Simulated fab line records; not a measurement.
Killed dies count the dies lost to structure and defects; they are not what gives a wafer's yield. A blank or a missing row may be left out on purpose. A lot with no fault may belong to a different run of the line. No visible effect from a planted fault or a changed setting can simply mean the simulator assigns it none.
Which tool did it? | flow sky130 | Sampling: 24 lots, 72 wafers, 5 of 708 route steps

== WHAT EACH GAUGE READ, for each wafer ==
SKY_CAPM_RS_MEAS_03: uses a four-point probe to measure.
lot  | measured     | on            | CAPM_TIN_RS (ohm/sq)
L074 | day 36 20:42 | film-metro-03 | 6.85 6.89 6.86
L075 | day 37 10:50 | film-metro-01 | 6.92 6.90 6.90
L076 | day 37 14:53 | film-metro-01 | 6.87 6.81 6.86
L077 | day 37 21:06 | film-metro-03 | 6.83 6.87 6.79
L078 | day 38 11:17 | film-metro-04 | 7.05 7.05 6.98
L079 | day 38 12:04 | film-metro-03 | 7.06 7.01 6.97
L080 | day 39 07:07 | film-metro-01 | 6.92 6.93 6.98
L081 | day 39 07:55 | film-metro-01 | 6.93 6.98 6.98
L082 | day 39 16:29 | film-metro-01 | 7.06 6.95 6.92
L083 | day 39 19:27 | film-metro-01 | 6.98 6.90 6.93
L084 | day 40 12:49 | film-metro-01 | 6.97 6.91 6.89
L085 | day 40 15:35 | film-metro-01 | 6.96 6.99 7.02
L086 | day 41 00:22 | film-metro-01 | 6.78 6.83 6.84
L087 | day 41 02:40 | film-metro-01 | 6.96 6.95 6.92
L088 | day 41 05:24 | film-metro-01 | 6.94 6.99 6.97
L089 | day 41 08:43 | film-metro-01 | 6.85 6.85 6.84
L090 | day 41 12:16 | film-metro-03 | 6.84 6.83 6.90
L091 | day 41 12:28 | film-metro-01 | 6.82 6.84 6.84
L092 | day 42 03:48 | film-metro-03 | 7.08 7.04 7.10
L093 | day 42 08:33 | film-metro-04 | 6.85 6.83 6.88
L094 | day 42 15:36 | film-metro-03 | 6.91 6.85 6.91
L096 | day 42 18:22 | film-metro-04 | 6.81 6.78 6.82
L095 | day 42 19:40 | film-metro-03 | 7.03 7.00 7.00
L097 | day 43 10:21 | film-metro-04 | 6.87 6.89 6.88

SKY_CAPM_THK_MEAS_04: measures by xrf.
lot  | measured     | on            | CAPM_TIN_THK (nm)
L074 | day 36 20:49 | film-metro-03 | 209.3 207.2 207.9
L075 | day 37 10:57 | film-metro-01 | 205.6 207.4 207.4
L076 | day 37 15:01 | film-metro-01 | 208.0 209.8 208.5
L077 | day 37 21:11 | film-metro-03 | 208.6 208.9 210.2
L078 | day 38 11:23 | film-metro-04 | 204.0 205.0 205.4
L079 | day 38 12:11 | film-metro-03 | 202.3 203.7 204.6
L080 | day 39 07:13 | film-metro-01 | 207.1 206.7 204.4
L081 | day 39 08:02 | film-metro-01 | 205.9 205.2 205.2
L082 | day 39 16:35 | film-metro-01 | 203.3 205.9 205.6
L083 | day 39 19:33 | film-metro-01 | 204.9 207.0 205.3
L084 | day 40 12:56 | film-metro-01 | 205.8 206.5 206.6
L085 | day 40 15:41 | film-metro-01 | 205.6 203.8 203.0
L086 | day 41 00:28 | film-metro-01 | 211.3 209.2 209.1
L087 | day 41 02:47 | film-metro-01 | 205.3 206.0 206.5
L088 | day 41 05:31 | film-metro-01 | 206.6 205.3 204.9
L089 | day 41 08:50 | film-metro-01 | 208.3 209.0 209.2
L090 | day 41 12:23 | film-metro-03 | 207.6 208.2 206.7
L091 | day 41 12:35 | film-metro-01 | 210.8 209.1 209.7
L092 | day 42 03:55 | film-metro-03 | 201.6 202.8 202.6
L093 | day 42 08:40 | film-metro-04 | 209.6 209.0 207.3
L094 | day 42 15:41 | film-metro-03 | 207.8 209.5 205.8
L096 | day 42 18:28 | film-metro-04 | 211.1 211.6 210.6
L095 | day 42 19:47 | film-metro-03 | 204.3 204.8 204.8
L097 | day 43 10:28 | film-metro-04 | 208.3 207.5 207.6

SKY_METAL3_CD_MEAS_13: the cd target is 300 nm.
lot  | measured     | on        | cd-nm (nm)
L074 | day 38 23:44 | cd-sem-01 | 299.2 299.2 298.5
L075 | day 39 13:07 | cd-sem-01 | 303.8 302.6 302.6
L076 | day 39 17:20 | cd-sem-01 | 301.0 301.5 302.4
L077 | day 39 23:37 | cd-sem-02 | 299.2 300.2 299.0
L078 | day 40 12:18 | cd-sem-02 | 299.5 299.8 299.3
L079 | day 40 13:19 | cd-sem-02 | 297.0 299.2 297.1
L080 | day 41 08:54 | cd-sem-02 | 301.7 301.5 303.2
L081 | day 41 09:21 | cd-sem-02 | 299.8 301.0 299.5
L082 | day 41 17:14 | cd-sem-02 | 298.7 300.1 297.7
L083 | day 41 20:41 | cd-sem-01 | 301.2 300.4 300.5
L084 | day 42 13:18 | cd-sem-02 | 301.3 301.3 300.5
L085 | day 42 16:22 | cd-sem-01 | 299.9 299.9 299.1
L086 | day 43 01:09 | cd-sem-02 | 298.9 299.7 299.9
L087 | day 43 02:04 | cd-sem-02 | 298.4 299.8 298.9
L088 | day 43 04:40 | cd-sem-01 | 302.0 300.8 300.9
L089 | day 43 07:37 | cd-sem-02 | 299.5 299.7 300.3
L090 | day 43 11:43 | cd-sem-02 | 301.1 300.4 300.4
L091 | day 43 11:53 | cd-sem-02 | 301.3 301.4 301.9
L092 | day 44 02:02 | cd-sem-02 | 303.1 302.4 302.9
L093 | day 44 06:28 | cd-sem-02 | 299.3 298.2 298.9
L094 | day 44 12:16 | cd-sem-01 | 300.5 299.1 300.2
L096 | day 44 13:43 | cd-sem-02 | 298.8 299.7 299.0
L095 | day 44 16:31 | cd-sem-01 | 300.6 300.6 301.1
L097 | day 45 07:22 | cd-sem-02 | 300.9 300.6 299.3

== TOOL THAT RAN EACH LOT (tool first, then ch and the chambers of the sampled wafers, then the start) ==
lot  | SKY_VIA1_CMP_24               | SKY_METAL3_SPUTTER_04
L074 | cmp-01 ch 1,2,3, day 34 11:23 | pvd-sputter-03, day 36 20:28
L075 | cmp-02 ch 1,2,3, day 35 01:36 | pvd-sputter-04, day 37 10:35
L076 | cmp-01 ch 0,1, day 35 06:07   | pvd-sputter-04, day 37 14:39
L077 | cmp-02 ch 0,1, day 35 13:16   | pvd-sputter-03, day 37 20:48
L078 | cmp-01 ch 0,1,2, day 36 03:07 | pvd-sputter-03, day 38 11:01
L079 | cmp-02 ch 0,1,3, day 36 04:08 | pvd-sputter-04, day 38 11:49
L080 | cmp-01 ch 0,1,3, day 37 00:35 | pvd-sputter-01, day 39 06:50
L081 | cmp-02 ch 0,1,3, day 37 00:44 | pvd-sputter-03, day 39 07:40
L082 | cmp-01 ch 1,2, day 37 11:07   | pvd-sputter-04, day 39 16:11
L083 | cmp-01 ch 2,3, day 37 13:25   | pvd-sputter-03, day 39 19:10
L084 | cmp-02 ch 0,1,2, day 38 09:10 | pvd-sputter-04, day 40 12:34
L085 | cmp-01 ch 0,1,3, day 38 11:35 | pvd-sputter-04, day 40 15:18
L086 | cmp-02 ch 0,1,2, day 38 20:40 | pvd-sputter-01, day 41 00:05
L087 | cmp-02 ch 0,1,2, day 38 22:14 | pvd-sputter-04, day 41 02:25
L088 | cmp-02 ch 0,1,2, day 39 00:40 | pvd-sputter-03, day 41 05:08
L089 | cmp-01 ch 0,2,3, day 39 04:00 | pvd-sputter-04, day 41 08:28
L090 | cmp-01 ch 0,1, day 39 08:31   | pvd-sputter-01, day 41 12:02
L091 | cmp-02 ch 0,1,2, day 39 08:55 | pvd-sputter-03, day 41 12:14
L092 | cmp-02 ch 0,1,2, day 40 00:45 | pvd-sputter-04, day 42 03:33
L093 | cmp-01 ch 0,2, day 40 03:56   | pvd-sputter-01, day 42 08:19
L094 | cmp-01 ch 2,3, day 40 11:30   | pvd-sputter-03, day 42 15:18
L096 | cmp-01 ch 1,2,3, day 40 14:09 | pvd-sputter-03, day 42 18:06
L095 | cmp-02 ch 0,2,3, day 40 16:07 | pvd-sputter-03, day 42 19:25
L097 | cmp-02 ch 0,3, day 41 07:27   | pvd-sputter-01, day 43 10:07
- SKY_VIA1_CMP_24: polishes, stops on SiO2, t overpolish 15 s, target thk 0 nm.
- SKY_METAL3_SPUTTER_04: material TiN, target thk 70 nm, time 58.3 s.

== WHAT THE TOOLS THEMSELVES READ (means of the sampled wafers that have a number; where no wafer has one, the mark that the record gives instead) ==
SKY_VIA1_CMP_24.
lot  | tool   | motor-current-A (A) | overpolish-run-s (s) | time-to-endpoint-s (s)
L074 | cmp-01 | 10.3                | 15.003               | 60.5
L075 | cmp-02 | 11.3                | 14.999               | 64.3
L076 | cmp-01 | 11.7                | 14.998               | 62.6
L077 | cmp-02 | 11.0                | 14.994               | 65.0
L078 | cmp-01 | 10.4                | 14.992               | 61.6
L079 | cmp-02 | 10.7                | 14.988               | 65.6
L080 | cmp-01 | 11.4                | 15.010               | 67.2
L081 | cmp-02 | 10.8                | 14.997               | 68.4
L082 | cmp-01 | 9.8                 | 14.996               | 66.0
L083 | cmp-01 | 9.1                 | 14.993               | 66.5
L084 | cmp-02 | 11.4                | 15.005               | 65.4
L085 | cmp-01 | 11.7                | 15.002               | 65.2
L086 | cmp-02 | 11.2                | 15.001               | 63.6
L087 | cmp-02 | 11.5                | 14.996               | 64.4
L088 | cmp-02 | 11.2                | 15.002               | 64.3
L089 | cmp-01 | 10.5                | 14.989               | 68.8
L090 | cmp-01 | 11.4                | 15.001               | 65.5
L091 | cmp-02 | 11.2                | 15.005               | 62.9
L092 | cmp-02 | 11.1                | 15.008               | 64.9
L093 | cmp-01 | 9.3                 | 15.003               | 63.2
L094 | cmp-01 | 10.0                | 14.993               | 64.8
L096 | cmp-01 | 10.6                | 14.998               | 62.7
L095 | cmp-02 | 10.9                | 15.005               | 64.2
L097 | cmp-02 | 10.8                | 15.000               | 65.9

SKY_METAL3_SPUTTER_04.
lot  | tool           | throttle-valve-pct (%)
L074 | pvd-sputter-03 | 31.0
L075 | pvd-sputter-04 | 29.5
L076 | pvd-sputter-04 | 29.4
L077 | pvd-sputter-03 | 31.1
L078 | pvd-sputter-03 | 30.2
L079 | pvd-sputter-04 | 29.5
L080 | pvd-sputter-01 | 30.3
L081 | pvd-sputter-03 | 30.8
L082 | pvd-sputter-04 | 29.4
L083 | pvd-sputter-03 | 30.9
L084 | pvd-sputter-04 | 29.5
L085 | pvd-sputter-04 | 29.1
L086 | pvd-sputter-01 | 30.3
L087 | pvd-sputter-04 | 29.3
L088 | pvd-sputter-03 | 30.9
L089 | pvd-sputter-04 | 30.0
L090 | pvd-sputter-01 | 30.2
L091 | pvd-sputter-03 | 30.7
L092 | pvd-sputter-04 | 29.8
L093 | pvd-sputter-01 | 30.1
L094 | pvd-sputter-03 | 30.1
L096 | pvd-sputter-03 | 30.3
L095 | pvd-sputter-03 | 30.4
L097 | pvd-sputter-01 | 30.2

== THE ANSWER, worked out from the rows above alone ==
Rule: usual is defined by the lots themselves. Put in order of their means at a reading, lots are off if they are a third of the lots or fewer, leave a main group of 4 or more, and stand apart from it by a gap of 3 or more times the standard deviation of the main group's means; of several such gaps the widest counts. The tables above print the reading to a certain number of digits; a main group whose means all agree to those digits is not used. A lot without any number at a reading at which 4 lots or more have one is off too. The other lots that the step has rows for count as sound. The gauges are gone through in route order, then the tools' own readings, and for those a lot's mean is taken as printed above. At the first step where some lot is off, the reading lying furthest off is the one used; lots without a number count as furthest.
No lot is off on any of the readings shown, so nothing can be concluded from this.

== WHAT WAS PUT IN BY THE SIMULATOR ==
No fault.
